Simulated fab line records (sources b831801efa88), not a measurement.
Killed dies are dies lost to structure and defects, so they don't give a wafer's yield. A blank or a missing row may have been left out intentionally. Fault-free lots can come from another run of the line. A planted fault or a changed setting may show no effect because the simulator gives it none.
fab line records	flow sky130
[record] lots = 11	wafers = 33	last-day = 50
route steps=708 shown VIA3@574 VIA4@650 PASSIVATION@682 PAD_OPEN@708
lots that met no fault: from a run of the same line without faults
start-h: the number of hours between the record's first day and the start of the first shown wafer of the lot	wait-h: how many hours have passed since the lot's step before this one	" the same as in the row above	L1.1+2: several wafers, shown together as one row	- no value present, or no start provided	* or withheld: withheld	< > ~ a bound
route shown NAME@n: a module of which the file shows steps, and the number in the route of the first	usual: mean/standard deviation taken from wafers without a fault	same: alike in all rows	chamber/n: place in a boat	sites: the reading at each site	_std_site: standard deviation across them	_edge_site: mean of outer sites minus mean of inner sites	radius-mm: how far each site lies from the wafer's centre	mask NAME#n: copy n	behind: the last tool/chamber to shape the wafer	hold: the reason the lot was held/the length of the hold in hours/how it ended	device: names the non-switching transistor (n, p or np)	end of line: the same wafers' tests at the end of the route	for a step that has no rows: nothing shown but its recipe	killed: the dies lost at the first sort to structure and to defects; this is not the yield of the wafer	map: dies across one wafer; x = killed, . = not, _ = none there
set.NAME: the setting that was run; set.NAME@STEP: the one run at that earlier step	model.NAME: the simulator's own value behind a step, which no gauge read
the route's steps for a sample of lots (tables are steps, rows are wafers)
services: from which hour (start-h, from the record's first day; less than 0 if before it) a tool's chamber was out of use, for how many hours, and why
[[steps]]
[step SKY_VIA3_THK_MEAS_01]
[recipe] reads = SiO2_of_VIA3_HDPCVD_00
[usual] VIA3_HDPCVD_THK = 1628/22
lot.wafer	tool	chamber	start-h	wait-h	VIA3_HDPCVD_THK[nm]
L609.2	film-metro-04	-	926.53	0.1	1604
L609.3	"	-	"	"	1647
L609.4	"	-	"	"	1660
L610.1	film-metro-04	-	939.42	0.1	1649
L610.4	"	-	"	"	1660
L610.6	"	-	"	"	1597
L616.2	film-metro-02	-	971.68	0.1	1642
L616.5	"	-	"	"	1628
L616.6	"	-	"	"	1669
L615.1	film-metro-01	-	973.30	0.1	1627
L615.2	"	-	"	"	1639
L615.3	"	-	"	"	1622
L617.1	film-metro-02	-	979.17	0.1	1624
L617.2	"	-	"	"	1631
L617.3	"	-	"	"	1594
L619.2	film-metro-02	-	995.48	0.1	1641
L619.3	"	-	"	"	1600
L619.5	"	-	"	"	1650
L625.2	film-metro-02	-	1033.85	0.1	1588
L625.3	"	-	"	"	1610
L625.4	"	-	"	"	1637
L626.3	film-metro-01	-	1045.38	0.1	1642
L626.5	"	-	"	"	1609
L626.6	"	-	"	"	1649
L628.4	film-metro-01	-	1058.13	0.0	1605
L628.5	"	-	"	"	1633
L628.6	"	-	"	"	1645
L629.3	film-metro-04	-	1059.91	0.1	1597
L629.4	"	-	"	"	1616
L629.5	"	-	"	"	1599
L630.1	film-metro-02	-	1063.41	0.1	1644
L630.5	"	-	"	"	1624
L630.6	"	-	"	"	1637
[step SKY_VIA4_OVL_MEAS_11]
[usual] VIA4_OVL = -0.2/1.1
lot.wafer	tool	chamber	start-h	wait-h	VIA4_OVL[nm]
L609.2	overlay-01	-	1029.40	0.1	-0.2
L609.3	"	-	"	"	-0.8
L609.4	"	-	"	"	0.9
L610.1	overlay-01	-	1041.59	0.1	0.2
L610.4	"	-	"	"	-0.9
L610.6	"	-	"	"	-1.5
L616.2	overlay-01	-	1069.83	0.1	-0.3
L616.5	"	-	"	"	0.3
L616.6	"	-	"	"	1.8
L615.1	overlay-01	-	1070.54	0.1	-1.0
L615.2	"	-	"	"	-1.2
L615.3	"	-	"	"	1.2
L617.1	overlay-02	-	1076.78	0.1	1.4
L617.2	"	-	"	"	-0.5
L617.3	"	-	"	"	0.6
L619.2	overlay-02	-	1091.23	0.1	-0.5
L619.3	"	-	"	"	-0.2
L619.5	"	-	"	"	-0.8
L625.2	overlay-02	-	1125.30	0.1	-0.7
L625.3	"	-	"	"	1.1
L625.4	"	-	"	"	0.8
L626.3	overlay-02	-	1135.66	0.1	0.1
L626.5	"	-	"	"	-0.6
L626.6	"	-	"	"	-0.8
L628.4	overlay-01	-	1146.41	0.1	2.0
L628.5	"	-	"	"	0.0
L628.6	"	-	"	"	1.9
L629.3	overlay-01	-	1148.41	0.1	-0.8
L629.4	"	-	"	"	-0.3
L629.5	"	-	"	"	0.3
L630.1	overlay-02	-	1149.64	0.1	-1.2
L630.5	"	-	"	"	-1.6
L630.6	"	-	"	"	-1.9
[step SKY_VIA4_ETCH_12]
[recipe] target = SiO2	chemistry = C4F8/O2/Ar	stop-on = TiN	mask-material = NOVOLAK	source-w = 1500	bias-w = 1200	pressure-mtorr = 40	c4f8-flow-sccm = withheld	O2_flow_sccm = 6	Ar_flow_sccm = 300	time-s = withheld	target-depth-a = 5800
[usual] bias-w = 1200/3.9	chamber-pressure-mTorr = 40.00/0.035	oes-product-au = 0.925/0.0046
lot.wafer	tool	chamber	start-h	wait-h	bias-w	chamber-pressure-mTorr	oes-product-au
L609.2	rie-diel-02	3	1029.43	0.0	1199	39.98	0.921
L609.3	"	1	"	"	1204	40.01	0.925
L609.4	"	2	"	"	1199	40.02	0.925
L610.1	rie-diel-04	1	1041.63	0.0	1204	40.02	0.926
L610.4	"	2	"	"	1199	39.95	0.925
L610.6	"	2	"	"	1199	39.94	0.928
L616.2	rie-diel-02	2	1069.86	0.0	-	-	-
L616.5	"	3	"	"	-	-	-
L616.6	"	2	"	"	-	-	-
L615.1	rie-diel-04	1	1070.58	0.0	-	-	-
L615.2	"	0	"	"	-	-	-
L615.3	"	2	"	"	-	-	-
L617.1	rie-diel-01	1	1076.81	0.0	-	-	-
L617.2	"	3	"	"	-	-	-
L617.3	"	0	"	"	-	-	-
L619.2	rie-diel-01	3	1091.26	0.0	1195	40.03	0.926
L619.3	"	1	"	"	1193	39.96	0.935
L619.5	"	0	"	"	1198	39.93	0.923
L625.2	rie-diel-02	3	1125.33	0.0	1202	40.01	0.928
L625.3	"	0	"	"	1201	39.99	0.922
L625.4	"	2	"	"	1203	39.99	0.926
L626.3	rie-diel-01	3	1135.68	0.0	1207	40.03	0.919
L626.5	"	1	"	"	1199	40.01	0.922
L626.6	"	2	"	"	1199	39.95	0.924
L628.4	rie-diel-04	1	1146.43	0.0	1199	39.95	0.931
L628.5	"	3	"	"	1199	39.98	0.928
L628.6	"	2	"	"	1198	39.99	0.920
L629.3	rie-diel-04	3	1148.43	0.0	1201	40.03	0.927
L629.4	"	2	"	"	1192	40.03	0.933
L629.5	"	1	"	"	1206	39.99	0.918
L630.1	rie-diel-04	3	1149.68	0.0	1199	40.03	0.927
L630.5	"	2	"	"	1197	39.99	0.928
L630.6	"	1	"	"	1205	40.01	0.931
[step SKY_VIA4_STRIP_13]
[recipe] chemistry = O2/N2	power-w = 1400	pressure-mtorr = 1500	platen-temp-c = withheld	o2-flow-sccm = 3000	n2-flow-sccm = 300	overash-fraction = 0.5
[usual] drypump-motor-current-A = 5.6/0.52	oes-product-au = 0.710/0.0044	strip-time-to-endpoint-s = 12.803/0.026
[same] overash-fraction = 0.5
lot.wafer	tool	chamber	start-h	wait-h	drypump-motor-current-A	oes-product-au	rf-hours-counter-h	strip-time-to-endpoint-s
L609.2	plasma-asher-01	0	1029.50	-	5.0	0.710	92	12.787
L609.3	"	0	"	"	5.0	0.710	-	12.826
L609.4	"	1	"	"	5.8	0.713	-	12.762
L610.1	plasma-asher-01	1	1041.70	-	5.9	0.705	93	12.794
L610.4	"	0	"	"	5.0	0.706	-	12.822
L610.6	"	1	"	"	5.9	0.712	-	12.854
L616.2	plasma-asher-01	0	1069.94	-	5.0	0.721	96	14.151
L616.5	"	1	"	"	5.8	0.719	-	14.198
L616.6	"	0	"	"	5.0	0.723	-	14.182
L615.1	plasma-asher-04	1	1070.65	-	6.1	0.721	31	14.111
L615.2	"	0	"	"	6.4	0.718	31	14.121
L615.3	"	0	"	"	6.4	0.715	-	14.119
L617.1	plasma-asher-04	1	1076.89	-	6.1	0.708	32	14.151
L617.2	"	0	"	"	6.4	0.710	32	14.172
L617.3	"	1	"	"	6.1	0.716	-	14.141
L619.2	plasma-asher-04	1	1091.34	-	6.1	0.709	33	12.790
L619.3	"	1	"	"	6.1	0.715	-	12.833
L619.5	"	1	"	"	6.1	0.714	-	12.792
L625.2	plasma-asher-01	1	1125.40	-	5.8	0.701	102	12.821
L625.3	"	0	"	"	5.0	0.706	-	12.815
L625.4	"	1	"	"	5.8	0.712	-	12.757
L626.3	plasma-asher-01	0	1135.79	-	5.0	0.707	-	12.803
L626.5	"	1	"	"	5.9	0.714	-	12.770
L626.6	"	0	"	"	5.0	0.714	-	12.777
L628.4	plasma-asher-04	1	1146.54	-	6.1	0.711	-	12.810
L628.5	"	0	"	"	6.4	0.710	-	12.805
L628.6	"	1	"	"	6.1	0.708	-	12.809
L629.3	plasma-asher-01	0	1148.54	-	5.0	0.710	-	12.819
L629.4	"	1	"	"	5.8	0.708	-	12.790
L629.5	"	0	"	"	5.0	0.713	-	12.835
L630.1	plasma-asher-01	0	1149.75	-	5.0	0.707	104	12.819
L630.5	"	0	"	"	5.0	0.709	-	12.805
L630.6	"	1	"	"	5.8	0.712	-	12.782
[step SKY_PASSIVATION_THK_MEAS_01]
[recipe] reads = SiO2_of_PASSIVATION_CVD_00
[usual] PASSIVATION_CVD_00_THK = 89.7/1.4
lot.wafer	tool	chamber	start-h	wait-h	PASSIVATION_CVD_00_THK[nm]
L609.2	film-metro-01	-	1054.42	-	88.9
L609.3	"	-	"	"	88.2
L609.4	"	-	"	"	91.5
L610.1	film-metro-02	-	1066.48	-	89.0
L610.4	"	-	"	"	87.8
L610.6	"	-	"	"	89.7
L619.2	film-metro-02	-	1114.68	-	88.5
L619.3	"	-	"	"	87.8
L619.5	"	-	"	"	87.8
L625.2	film-metro-02	-	1147.37	-	91.5
L625.3	"	-	"	"	88.8
L625.4	"	-	"	"	91.0
L626.3	film-metro-01	-	1157.18	-	88.7
L626.5	"	-	"	"	89.6
L626.6	"	-	"	"	92.6
L628.4	film-metro-02	-	1167.31	-	90.8
L628.5	"	-	"	"	92.1
L628.6	"	-	"	"	90.2
L629.3	film-metro-02	-	1169.03	-	89.3
L629.4	"	-	"	"	90.6
L629.5	"	-	"	"	89.2
L630.1	film-metro-02	-	1171.01	-	90.4
L630.5	"	-	"	"	92.2
L630.6	"	-	"	"	89.9
[step SKY_PAD_OPEN_PROBE_99]
[usual] defect-limited-yield = 82.7/1.9	killed_at_M0_to_M3 = 44/7.2	killed_at_M4_up = 2.9/1.8	killed-at-contacts = 24/5.2	killed-at-front-end = 15/4	killed-at-other = 0.2/0.49	killed-dies = 85/9.1	killed-on-rim = 17/3.7	killed-open = 47/6.8	killed-short = 38/5.7	sort_bin_3_pad_short = 0.9/0.44	sort_bin_5_function = 10.3/1.4	sort_bin_6_memory = 6.2/1.1	sort-n-pass = 407/9.1	sort-yield-pct = 82.7/1.9
[same] gross-dies = 492	killed-at-back-side = 0	sort_bin_4_leakage[%] = 0	sort_bin_8_speed[%] = 0
lot.wafer	tool	chamber	start-h	wait-h	defect-limited-yield[%]	killed_at_M0_to_M3	killed_at_M4_up	killed-at-contacts	killed-at-front-end	killed-at-other	killed-dies	killed-on-rim	killed-open	killed-short	sort_bin_3_pad_short[%]	sort_bin_5_function[%]	sort_bin_6_memory[%]	sort-n-pass	sort-yield-pct[%]
L616.2	prober-02	-	1136.47	0.1	0	46	419	14	13	0	492	96	45	28	0.6	95.5	3.9	0	0
L616.5	prober-02	-	1136.62	0.2	0	46	402	27	16	1	492	96	51	40	0.6	92.3	7.1	0	0
L616.6	prober-02	-	1136.67	0.2	0	36	406	30	19	1	492	96	52	38	1.0	93.5	5.5	0	0
L615.1	prober-01	-	1138.84	0.1	0	53	410	14	15	0	492	96	47	37	0.4	92.7	6.9	0	0
L615.2	prober-01	-	1138.89	0.1	0	54	399	25	14	0	492	96	60	41	0.8	91.9	7.3	0	0
L615.3	prober-01	-	1138.94	0.2	0	52	406	22	12	0	492	96	41	50	1.4	90.7	7.9	0	0
L617.1	prober-02	-	1144.48	0.1	0	35	420	27	10	0	492	96	42	32	1.0	92.7	6.3	0	0
L617.2	prober-02	-	1144.53	0.1	0	46	415	19	12	0	492	96	41	40	0.8	93.5	5.7	0	0
L617.3	prober-02	-	1144.58	0.2	0	36	415	27	14	0	492	96	46	33	0.6	93.9	5.5	0	0
// killed by level:class
L616.2 VIA4:area-etch=419 VIA1:geometric-particle:open=15 VIA2:geometric-particle:open=6 CONTACT:geometric-particle:open=6 VIA3:geometric-particle:open=6 POLY_GATE:geometric-particle:open=5 VIA1:geometric-particle:short=5 POLY_GATE:geometric-particle:short=4
L616.5 VIA4:area-etch=401 VIA1:geometric-particle:open=16 CONTACT:geometric-particle:open=13 LI_CONTACT:geometric-particle:open=6 CONTACT:geometric-particle:short=6 POLY_GATE:geometric-particle:short=5 VIA1:geometric-particle:short=5 METAL1:geometric-particle:short=5
L616.6 VIA4:area-etch=402 LI_CONTACT:geometric-particle:open=11 CONTACT:geometric-particle:open=11 METAL1:geometric-particle:short=6 VIA1:geometric-particle:open=6 FIELD_ISO:geometric-particle:open=5 VIA1:geometric-particle:short=5 METAL2:geometric-particle:short=5
L615.1 VIA4:area-etch=408 VIA1:geometric-particle:open=13 CONTACT:geometric-particle:open=9 VIA2:geometric-particle:open=8 METAL2:geometric-particle:short=7 FIELD_ISO:geometric-particle:open=5 POLY_GATE:geometric-particle:short=5 METAL1:geometric-particle:short=5
L615.2 VIA4:area-etch=391 VIA1:geometric-particle:open=11 VIA2:geometric-particle:open=10 CONTACT:geometric-particle:open=8 VIA3:geometric-particle:open=7 METAL2:geometric-particle:short=7 LI_CONTACT:geometric-particle:open=6 FIELD_ISO:geometric-particle:open=5
L615.3 VIA4:area-etch=401 VIA1:geometric-particle:open=13 CONTACT:geometric-particle:open=11 METAL1:geometric-particle:short=9 VIA2:geometric-particle:short=6 METAL2:geometric-particle:short=6 VIA2:geometric-particle:open=6 FIELD_ISO:geometric-particle:short=5
L617.1 VIA4:area-etch=418 CONTACT:geometric-particle:open=11 VIA1:geometric-particle:open=11 LI_CONTACT:geometric-particle:open=6 VIA3:geometric-particle:open=6 VIA1:geometric-particle:short=5 CONTACT:geometric-particle:short=4 METAL3:geometric-particle:short=4
L617.2 VIA4:area-etch=411 VIA1:geometric-particle:open=11 CONTACT:geometric-particle:open=8 METAL2:geometric-particle:short=7 VIA3:geometric-particle:open=7 VIA3:geometric-particle:short=6 FIELD_ISO:geometric-particle:short=5 LI_CONTACT:geometric-particle:open=5
L617.3 VIA4:area-etch=413 VIA1:geometric-particle:open=9 LI_CONTACT:geometric-particle:open=8 CONTACT:geometric-particle:open=8 VIA3:geometric-particle:open=8 LOCAL_INTERCONNECT:geometric-particle:short=6 FIELD_ISO:geometric-particle:short=4 FIELD_ISO:geometric-particle:open=3
[[services]]
tool	chamber	start-h	hours	kind
rie-diel-01	-	1010.53	2.8	pm
rie-diel-04	3	1053.67	3.0	repair
rie-diel-02	-	1065.08	0.6	repair
rie-diel-04	-	1071.63	2.8	pm
rie-diel-04	3	1105.55	-	clean
rie-diel-04	3	1105.55	23.0	scheduled-down
rie-diel-04	3	1105.55	23.0	vent-cycle
plasma-asher-01	-	1122.75	2.4	repair
plasma-asher-04	-	1130.26	2.5	repair
rie-diel-04	1	1130.31	5.7	repair
rie-diel-01	0	1147.56	1.7	repair
[[key]]
[first-sign] step = SKY_VIA4_ETCH_12	reading = tool-record	direction = missing
[effect] step = SKY_VIA4_STRIP_13	reading = strip-time-to-endpoint-s	direction = up	sigmas = 51	usual = *	struck = *
[effect] step = SKY_PAD_OPEN_PROBE_99	reading = killed_at_M4_up	direction = up	sigmas = 99+	usual = 2.9	struck = 410.2
[more-kills-born-at] SKY_VIA4_ETCH_12@rie-diel-01 = 1242	SKY_VIA4_ETCH_12@rie-diel-02 = 1222	SKY_VIA4_ETCH_12@rie-diel-04 = 1200
met-at SKY_VIA4_ETCH_12
struck-lots L615,L616,L617
later-rows-left-out L615.1,L615.2,L615.3,L616.2,L616.5,L616.6,L617.1,L617.2,L617.3
not-acting-at SKY_VIA3_THK_MEAS_01,SKY_VIA4_OVL_MEAS_11,SKY_PASSIVATION_THK_MEAS_01
onset-between 1041.63 1069.86
[fault] kind = skipped-step-whole	tool = rie-diel-01,rie-diel-02,rie-diel-04	chamber = -	onset-h = 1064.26	steps = SKY_VIA4_ETCH_12	scope = struck-lots-only
// later-rows-left-out: the simulator's readings of these wafers behind a module that went badly wrong aren't trusted and aren't shown, but for the sort
